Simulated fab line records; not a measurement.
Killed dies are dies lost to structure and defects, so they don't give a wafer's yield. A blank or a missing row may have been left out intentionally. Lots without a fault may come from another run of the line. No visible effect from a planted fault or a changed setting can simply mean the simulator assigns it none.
Commonality check across tools / flow sky130 / Sampled: 11 lots, 33 wafers

== REASON IT WAS OPENED ==
SKY_VT_ADJUST_LVTN_TW_MEAS_21, reading VT_ADJUST_LVTN_2_TW: flagged on 1 of 11 lots. No-fault wafers: 189.6, standard deviation 1.9.
Rule: a lot is flagged in two cases, either no wafer of it has a number, or all its wafers with numbers fall more than 4 standard deviations from that mean. As for the other lots, they are considered sound.

lot=L284; measured=day 8 03:13; on=film_metro-03; VT_ADJUST_LVTN_2_TW, wafer by wafer=187.5 187.9 188.1; flag=
lot=L285; measured=day 8 11:02; on=film_metro-03; VT_ADJUST_LVTN_2_TW, wafer by wafer=187.9 187.6 188.2; flag=
lot=L286; measured=day 8 20:19; on=film_metro-01; VT_ADJUST_LVTN_2_TW, wafer by wafer=191.3 191.5 191.7; flag=
lot=L287; measured=day 8 22:32; on=film_metro-01; VT_ADJUST_LVTN_2_TW, wafer by wafer=191.3 192.6 192.2; flag=
lot=L289; measured=day 9 14:49; on=film_metro-03; VT_ADJUST_LVTN_2_TW, wafer by wafer=188.3 189.0 189.0; flag=
lot=L291; measured=day 10 03:14; on=film_metro-01; VT_ADJUST_LVTN_2_TW, wafer by wafer=191.1 191.3 190.7; flag=
lot=L293; measured=day 10 21:13; on=film_metro-03; VT_ADJUST_LVTN_2_TW, wafer by wafer=188.9 188.4 187.6; flag=
lot=L295; measured=day 11 07:55; on=film_metro-01; VT_ADJUST_LVTN_2_TW, wafer by wafer=30.6 30.6 30.6; flag=FLAGGED
lot=L298; measured=day 12 03:39; on=film_metro-03; VT_ADJUST_LVTN_2_TW, wafer by wafer=189.3 189.1 188.2; flag=
lot=L304; measured=day 13 19:14; on=film_metro-01; VT_ADJUST_LVTN_2_TW, wafer by wafer=189.5 191.9 189.9; flag=
lot=L305; measured=day 14 03:59; on=film_metro-03; VT_ADJUST_LVTN_2_TW, wafer by wafer=187.1 188.3 187.6; flag=
Average over the flagged lots: 30.6; offset from the usual -159.0, equal to -84 standard deviations.

== EACH LOT AND THE TOOL IT RAN ON ==
The record keeps 1 process step preceding the reading, out of 708 steps on the route. Cell contents, in order: the tool; ch with the chambers the sampled wafers went through; the start.
lot=L284; flag=; SKY_VT_ADJUST_LVTN_EXPOSE_15=iline_stepper-02 ch 0, day 7 16:56
lot=L285; flag=; SKY_VT_ADJUST_LVTN_EXPOSE_15=iline_stepper-02 ch 0, day 8 00:58
lot=L286; flag=; SKY_VT_ADJUST_LVTN_EXPOSE_15=iline_stepper-01 ch 0, day 8 09:55
lot=L287; flag=; SKY_VT_ADJUST_LVTN_EXPOSE_15=iline_stepper-01 ch 0, day 8 11:20
lot=L289; flag=; SKY_VT_ADJUST_LVTN_EXPOSE_15=iline_stepper-01 ch 0, day 9 04:05
lot=L291; flag=; SKY_VT_ADJUST_LVTN_EXPOSE_15=iline_stepper-02 ch 0, day 9 16:32
lot=L293; flag=; SKY_VT_ADJUST_LVTN_EXPOSE_15=iline_stepper-02 ch 0, day 10 10:07
lot=L295; flag=FLAGGED; SKY_VT_ADJUST_LVTN_EXPOSE_15=iline_stepper-02 ch 0, day 10 20:29
lot=L298; flag=; SKY_VT_ADJUST_LVTN_EXPOSE_15=iline_stepper-02 ch 0, day 11 16:10
lot=L304; flag=; SKY_VT_ADJUST_LVTN_EXPOSE_15=iline_stepper-02 ch 0, day 13 06:44
lot=L305; flag=; SKY_VT_ADJUST_LVTN_EXPOSE_15=iline_stepper-01 ch 0, day 13 14:58
What these steps do:
- SKY_VT_ADJUST_LVTN_EXPOSE_15: exposes mask HVN STD DERIVED, target cd 600 nm.
- SKY_VT_ADJUST_LVTN_TW_MEAS_21

== FLAGGED AGAINST TOTAL, ONE TOOL AT A TIME (gauges that did the reading follow at the end) ==
step=SKY_VT_ADJUST_LVTN_EXPOSE_15; tool=iline_stepper-01; lots run=4; flagged=0; share of the flagged lots=none; sound lots run after its first flagged lot=-
step=SKY_VT_ADJUST_LVTN_EXPOSE_15; tool=iline_stepper-02; lots run=7; flagged=1; share of the flagged lots=all; sound lots run after its first flagged lot=2 (L298,L304)
step=SKY_VT_ADJUST_LVTN_TW_MEAS_21; tool=film_metro-01; lots run=5; flagged=1; share of the flagged lots=all; sound lots run after its first flagged lot=1 (L304)
step=SKY_VT_ADJUST_LVTN_TW_MEAS_21; tool=film_metro-03; lots run=6; flagged=0; share of the flagged lots=none; sound lots run after its first flagged lot=-

== THE TABLE: WHAT IT ALLOWS ==
2 rows of the table ran every flagged lot: iline_stepper-02 at SKY_VT_ADJUST_LVTN_EXPOSE_15, film_metro-01 at SKY_VT_ADJUST_LVTN_TW_MEAS_21.
- iline_stepper-02 at SKY_VT_ADJUST_LVTN_EXPOSE_15: 1 of its 7 lots flagged. Sound lots ran on it after the first flagged one (L298, L304), which a lasting fault on the whole tool wouldn't allow.
- film_metro-01 at SKY_VT_ADJUST_LVTN_TW_MEAS_21: 1 of its 5 lots flagged. Sound lots ran on it after the first flagged one (L304), which a lasting fault on the whole tool wouldn't allow.
None of the table's rows ran every flagged lot and, after the first, no sound lot.

== WHAT THE SIMULATOR HAD INSERTED ==
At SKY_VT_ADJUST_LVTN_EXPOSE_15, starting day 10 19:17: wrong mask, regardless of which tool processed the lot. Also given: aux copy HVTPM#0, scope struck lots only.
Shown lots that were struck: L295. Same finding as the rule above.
